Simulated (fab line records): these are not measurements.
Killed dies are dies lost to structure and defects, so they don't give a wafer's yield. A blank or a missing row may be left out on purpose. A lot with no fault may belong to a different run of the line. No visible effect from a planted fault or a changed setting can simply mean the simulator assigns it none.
fab line records    flow sky130
[record] lots = 6  wafers = 18  lastDay = 50
route steps=708 shown VIA3@575
lots that met no fault: taken from a fault-free run of the same line
startH: the number of hours between the record's first day and the start of the first shown wafer of the lot    waitH: time in hours since the lot's previous step    " same as the row above    L1.1+2: one row covering several wafers at once    - no value, or no start was given    * or withheld: withheld    < > ~ a bound
route shown NAME@n: names a module that has steps shown in the file, with the first one's number in the route    usual: mean and standard deviation over wafers with no fault    same: alike in all rows    chamber/n: place in a boat    sites: the reading at each site    _std_site: standard deviation of those values    _edge_site: outer sites' mean less inner sites'    radiusMm: for every site, how far away it sits from the centre of the wafer    mask NAME#n: copy n    behind: the tool/chamber that last shaped the wafer    hold: reason for holding the lot/hours on hold/outcome of the hold    device: the transistor (n, p or np) that didn't switch    end of line: the tests these same wafers got at the end of their route    a step with no rows: only its recipe    killed: the dies lost at the first sort to structure and to defects; this is not the yield of the wafer    map: shows each die of a wafer: x if killed, . if not, _ if none is there
set.NAME: the setting as run; set.NAME@STEP: as run at that earlier step    model.NAME: the simulator's own value behind a step, which no gauge read
lots at some steps of the route; a table a step, a row a wafer
services: from which hour (startH, from the record's first day; less than 0 if before it) a tool's chamber was out of use, for how many hours, and why
[[steps]]
[step SKY_VIA3_CMP_02]
[recipe] material = SiO2  downForcePsi = 4  platenRpm = 60  padVelocityMS = 0.94248
[usual] motorCurrentA = 11.4/1.2
lot.wafer  tool    chamber  startH   waitH  motorCurrentA
L193.2     cmp-01  2        973.43   0.1    12.3
L193.1     "       3        "        "      10.8
L193.5     "       2        "        "      11.9
L198.2     cmp-01  3        1023.22  0.0    10.7
L198.4     "       0        "        "      10.7
L198.1     "       1        "        "      9.5
L202.2     cmp-01  3        1048.67  0.2    11.7
L202.1     "       1        "        "      9.5
L202.6     "       0        "        "      12.0
L204.4     cmp-02  0        1063.17  0.0    14.0
L204.2     "       1        "        "      11.7
L204.5     "       1        "        "      11.0
L203.4     cmp-01  1        1064.53  0.3    9.3
L203.2     "       3        "        "      10.7
L203.5     "       0        "        "      11.3
L205.4     cmp-01  3        1068.38  0.1    11.4
L205.5     "       2        "        "      11.7
L205.6     "       3        "        "      11.5
[step SKY_VIA3_BOW_MEAS_03]
[recipe] mode = bow
[usual] VIA3_BOW = 81/7.9
lot.wafer  tool          chamber  startH   waitH  VIA3_BOW[um]
L193.1     filmMetro-01  -        973.68   0.1    76
L193.2     "             -        "        "      90
L193.5     "             -        "        "      77
L198.1     filmMetro-02  -        1023.52  0.1    86
L198.2     "             -        "        "      90
L198.4     "             -        "        "      77
L202.1     filmMetro-04  -        1048.97  0.1    77
L202.2     "             -        "        "      94
L202.6     "             -        "        "      80
L204.2     filmMetro-01  -        1063.49  0.2    82
L204.4     "             -        "        "      76
L204.5     "             -        "        "      81
L203.2     filmMetro-01  -        1064.80  0.1    87
L203.4     "             -        "        "      83
L203.5     "             -        "        "      84
L205.4     filmMetro-02  -        1068.69  0.3    84
L205.5     "             -        "        "      87
L205.6     "             -        "        "      81
[step SKY_VIA3_DEHYDRATE_04]
[recipe] tempC = 200  timeS = 60
[step SKY_VIA3_HMDS_05]
[recipe] primeTimeS = 60  primeTempC = 120
[step SKY_VIA3_COAT_06]
[recipe] resist = BARC  tempC = withheld  timeS = withheld  spinRpm = 3000  resistThkNm = 60
[step SKY_VIA3_COAT_07]
[recipe] resist = KrF-thick  spinRpm = 3000  resistThkNm = 450
[step SKY_VIA3_SOFTBAKE_08]
[recipe] tempC = 100  timeS = 90  resist = KrF-thick
[step SKY_VIA3_EXPOSE_09]
[recipe] maskId = VIM3  na = 0.8  sourceShape = annular  sigmaInner = 0.55  sigmaOuter = 0.85  targetCdNm = 200  doseMj = 38
[step SKY_VIA3_PEB_10]
[recipe] pebTempC = withheld  pebTimeS = withheld  resist = KrF-thick
[step SKY_VIA3_DEVELOP_11]
[recipe] developTimeS = 60  resist = KrF-thick  devTempC = 21
[step SKY_VIA3_CD_MEAS_12]
[recipe] targetCdNm = 200
[usual] cdNm = 200.2/1.5
lot.wafer  tool      chamber  startH   waitH  cdNm
L193.1     cdSem-02  -        997.01   -      197.0
L193.2     "         -        "        "      198.4
L193.5     "         -        "        "      198.4
L198.1     cdSem-02  -        1045.86  -      201.3
L198.2     "         -        "        "      199.8
L198.4     "         -        "        "      200.6
L202.1     cdSem-02  -        1070.01  -      200.4
L202.2     "         -        "        "      200.4
L202.6     "         -        "        "      199.8
L204.2     cdSem-02  -        1084.08  -      201.6
L204.4     "         -        "        "      200.8
L204.5     "         -        "        "      200.7
L203.2     cdSem-01  -        1085.23  -      198.3
L203.4     "         -        "        "      198.1
L203.5     "         -        "        "      198.8
L205.4     cdSem-01  -        1089.35  -      198.3
L205.5     "         -        "        "      199.1
L205.6     "         -        "        "      199.4
[step SKY_VIA3_OVL_MEAS_13]
[usual] VIA3_OVL = 2/6.5
lot.wafer  tool        chamber  startH   waitH  VIA3_OVL[nm]
L193.1     overlay-01  -        997.13   0.1    -2
L193.2     "           -        "        "      -1
L193.5     "           -        "        "      -1
L198.1     overlay-02  -        1045.98  0.1    1
L198.2     "           -        "        "      -4
L198.4     "           -        "        "      -6
L202.1     overlay-01  -        1070.13  0.1    3
L202.2     "           -        "        "      -6
L202.6     "           -        "        "      1
L204.2     overlay-02  -        1084.19  0.1    0
L204.4     "           -        "        "      5
L204.5     "           -        "        "      1
L203.2     overlay-02  -        1085.34  0.1    1
L203.4     "           -        "        "      1
L203.5     "           -        "        "      -12
L205.4     overlay-02  -        1089.43  0.1    6
L205.5     "           -        "        "      1
L205.6     "           -        "        "      7
[step SKY_VIA3_ETCH_14]
[recipe] chemistry = N2/H2  target = BARC  ionEnergyEv = 200  sourceW = 500  biasW = 100  pressureMtorr = 30  n2FlowSccm = 100  h2FlowSccm = 200  stopOn = SiO2  timeS = 45.9  targetDepthA = 600
[usual] biasW = 100.00/0.29  drypumpMotorCurrentA = 5.7/0.5  h2FlowSccm = 200.0/0.5  oesProductAu = 0.855/0.0045  runLengthS = 74.1/0.41  throttleValvePct = 13.224/0.0092
lot.wafer  tool        chamber  startH   waitH  biasW   drypumpMotorCurrentA  h2FlowSccm  oesProductAu  rfHoursCounterH  runLengthS  throttleValvePct  model.KrF-thick_of_VIA3_COAT_07.thkNm  model.etch.depthNm  model.VIA3.cdNm
L193.1     rieDiel-04  0        997.17   0.0    99.82   6.3                   200.0       0.851         10               74.0        13.213            392.6                                  60.12               197.1
L193.2     "           1        "        "      99.94   4.8                   200.3       0.853         10               73.9        13.215            391                                    60.27               198.4
L193.5     "           0        "        "      100.20  6.3                   200.2       0.862         -                74.1        13.224            391.9                                  60.26               199.1
L198.1     rieDiel-01  0        1046.02  0.0    99.97   5.0                   200.9       0.855         14               74.5        13.224            393.7                                  60.16               201.3
L198.2     "           2        "        "      99.97   5.9                   200.2       0.860         24               74.6        13.228            392.1                                  60.28               199.1
L198.4     "           1        "        "      99.79   5.4                   200.4       0.860         11               73.7        13.237            392.2                                  60.2                201.1
L202.1     rieDiel-01  0        1070.17  0.0    -       5.1                   200.9       1.005         14               60.8        13.235            406                                    54.38               198.1
L202.2     "           2        "        "      -       5.9                   200.3       1.012         25               60.8        13.230            406.5                                  55.43               196.8
L202.6     "           1        "        "      -       5.4                   200.1       1.009         -                59.9        13.238            407.3                                  54.99               197.8
L204.2     rieDiel-02  2        1084.22  0.0    99.97   6.2                   198.8       0.859         21               74.1        13.222            394.8                                  60.1                201.9
L204.4     "           1        "        "      99.77   5.8                   200.7       0.859         1                73.7        13.236            395.4                                  60.22               201.6
L204.5     "           3        "        "      99.97   5.2                   200.5       0.862         -                74.6        13.220            395                                    60.21               200.5
L203.2     rieDiel-01  2        1085.37  0.0    -       5.9                   199.5       1.006         25               60.6        13.251            407.3                                  55.34               195.9
L203.4     "           1        "        "      -       5.4                   199.8       1.010         13               60.1        13.225            405.8                                  55.26               196.2
L203.5     "           3        "        "      -       6.0                   200.0       0.992         -                60.6        13.231            406.5                                  54.08               197
L205.4     rieDiel-02  2        1089.44  0.0    100.05  6.2                   199.4       0.849         21               73.8        13.234            391.9                                  59.92               199.1
L205.5     "           1        "        "      99.49   5.8                   199.7       0.851         -                74.1        13.234            394.9                                  60.22               200.7
L205.6     "           2        "        "      100.34  6.2                   200.1       0.857         -                73.9        13.213            393.5                                  60.17               199.8
[step SKY_VIA3_ETCH_15]
[recipe] target = SiO2  chemistry = C4F8/O2/Ar  targetDepthNm = 507  stopOn = TiN  maskMaterial = KrF-thick  sourceW = 1500  biasW = 1200  pressureMtorr = 40  c4f8FlowSccm = withheld  O2_flow_sccm = 6  Ar_flow_sccm = 300  timeS = 78
[usual] biasW = 1200/3.7  oesProductAu = 0.946/0.0047  runLengthS = 106.2/0.41
lot.wafer  tool        chamber  startH   waitH  biasW  oesProductAu  rfHoursCounterH  runLengthS  model.KrF-thick_of_VIA3_COAT_07.thkNm
L193.1     rieDiel-04  0        997.21   0.0    1199   0.941         10               106.5       292.3
L193.2     "           1        "        "      1204   0.951         10               106.1       289.4
L193.5     "           0        "        "      1198   0.943         -                105.8       291.9
L198.1     rieDiel-01  0        1046.06  0.0    1202   0.945         14               107.2       293.2
L198.2     "           2        "        "      1199   0.946         24               106.2       289.2
L198.4     "           1        "        "      1196   0.946         11               105.9       289.2
L202.1     rieDiel-01  0        1070.21  0.0    1201   0.832         15               107.0       305.7
L202.2     "           2        "        "      1202   0.879         25               106.2       303.9
L202.6     "           1        "        "      1204   0.854         -                106.1       306.1
L204.2     rieDiel-02  2        1084.26  0.0    1200   0.936         21               105.7       294.5
L204.4     "           1        "        "      1201   0.941         1                105.7       298.1
L204.5     "           3        "        "      1194   0.954         -                106.3       295
L203.2     rieDiel-01  2        1085.41  0.0    1203   0.875         25               106.4       305.4
L203.4     "           1        "        "      1199   0.874         13               106.0       304.7
L203.5     "           3        "        "      1199   0.816         -                106.4       306.7
L205.4     rieDiel-02  2        1089.49  0.0    1203   0.944         21               105.9       291.6
L205.5     "           1        "        "      1199   0.949         -                105.5       297.6
L205.6     "           2        "        "      1200   0.956         -                105.5       292.6
[step SKY_VIA3_STRIP_16]
[recipe] chemistry = O2/N2  powerW = 1400  pressureMtorr = 1500  platenTempC = withheld  o2FlowSccm = 3000  n2FlowSccm = 300  overashFraction = 0.5
[usual] drypumpMotorCurrentA = 5.6/0.37  oesProductAu = 0.402/0.0045  stripTimeToEndpointS = 4.138/0.026
lot.wafer  tool            chamber  startH   waitH  drypumpMotorCurrentA  oesProductAu  rfHoursCounterH  stripTimeToEndpointS
L193.1     plasmaAsher-04  1        997.27   0.0    5.9                   0.405         25               4.157
L193.2     "               0        "        "      5.5                   0.404         25               4.113
L193.5     "               1        "        "      5.9                   0.407         -                4.136
L198.1     plasmaAsher-01  0        1046.12  0.0    5.1                   0.401         108              4.143
L198.2     "               1        "        "      5.2                   0.404         108              4.113
L198.4     "               1        "        "      5.2                   0.399         -                4.097
L202.1     plasmaAsher-02  0        1070.27  0.0    5.9                   0.406         65               4.289
L202.2     "               1        "        "      6.1                   0.403         65               4.251
L202.6     "               1        "        "      6.2                   0.419         -                4.287
L204.2     plasmaAsher-02  0        1084.32  0.0    5.8                   0.401         66               4.179
L204.4     "               0        "        "      5.8                   0.402         -                4.203
L204.5     "               1        "        "      6.1                   0.400         -                4.179
L203.2     plasmaAsher-02  1        1085.47  0.0    6.1                   0.408         66               4.294
L203.4     "               0        "        "      5.9                   0.402         -                4.258
L203.5     "               1        "        "      6.1                   0.409         -                4.293
L205.4     plasmaAsher-02  0        1089.58  0.1    5.9                   0.406         -                4.146
L205.5     "               1        "        "      6.1                   0.400         -                4.206
L205.6     "               0        "        "      5.9                   0.403         -                4.130
[step SKY_VIA3_STRIP_17]
[recipe] chemistry = postEtchResidueRemover  timeS = 1200  tempC = 72.5
[[services]]
tool            chamber  startH   hours  kind
cmp-02          -        966.22   1.9    repair
rieDiel-04      1        976.62   16.8   repair
rieDiel-04      2        978.34   9.4    repair
plasmaAsher-01  -        989.01   1.1    repair
rieDiel-02      3        993.46   9.8    repair
rieDiel-04      -        1001.71  2.8    pm
cmp-01          -        1014.24  1.1    repair
cmp-02          -        1018.10  4.3    pm
rieDiel-01      2        1021.84  5.4    repair
cmp-01          -        1023.64  3.4    repair
rieDiel-02      1        1026.09  -      clean
rieDiel-02      1        1026.09  18.4   scheduledDown
rieDiel-02      1        1026.09  18.4   ventCycle
plasmaAsher-04  -        1036.26  1.8    repair
plasmaAsher-01  -        1055.30  9.0    pm
plasmaAsher-01  0        1055.30  9.0    ventCycle
plasmaAsher-01  1        1055.30  9.0    ventCycle
plasmaAsher-01  0        1064.30  -      clean
plasmaAsher-01  1        1064.30  -      clean
rieDiel-01      3        1069.94  14.9   repair
cmp-01          -        1084.08  4.0    pm
cmp-01          -        1088.08  -      consumableReplace:conditioner
cmp-01          -        1088.08  -      consumableReplace:pad
[[key]]
[firstSign] step = SKY_VIA3_ETCH_14  reading = oesProductAu  direction = up  sigmas = 33  usual = 0.855  struck = 1.005
[effect] step = SKY_VIA3_ETCH_14  reading = runLengthS  direction = down  sigmas = 33  usual = *  struck = *
[effect] step = SKY_VIA3_ETCH_15  reading = oesProductAu  direction = down  sigmas = 20  usual = 0.946  struck = 0.855
[effect] step = SKY_VIA3_STRIP_16  reading = stripTimeToEndpointS  direction = up  sigmas = 5.3  usual = *  struck = *
[modelEffect] step = SKY_VIA3_ETCH_14  value = KrF-thick_of_VIA3_COAT_07.thkNm  without = 393.5  struck = 406.6
[modelEffect] step = SKY_VIA3_ETCH_15  value = KrF-thick_of_VIA3_COAT_07.thkNm  without = 292.4  struck = 305.4
metAt SKY_VIA3_ETCH_14
struckWafers L202.1,L202.2,L202.6,L203.2,L203.4,L203.5
sortLeftOut L202.1,L202.2,L202.6,L203.2,L203.4,L203.5
onsetBetween 1046.02 1070.17
[fault] kind = processParameterDrift  tool = rieDiel-01  chamber = -  onsetH = 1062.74  steps = SKY_VIA3_ETCH_14  channel = timeS  offset = *  shape = step  endH = 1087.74  actsIn = *  stated = *
// sortLeftOut: the simulated sort isn't trusted on such a fault, so these wafers' sort isn't shown, and their yield isn't known
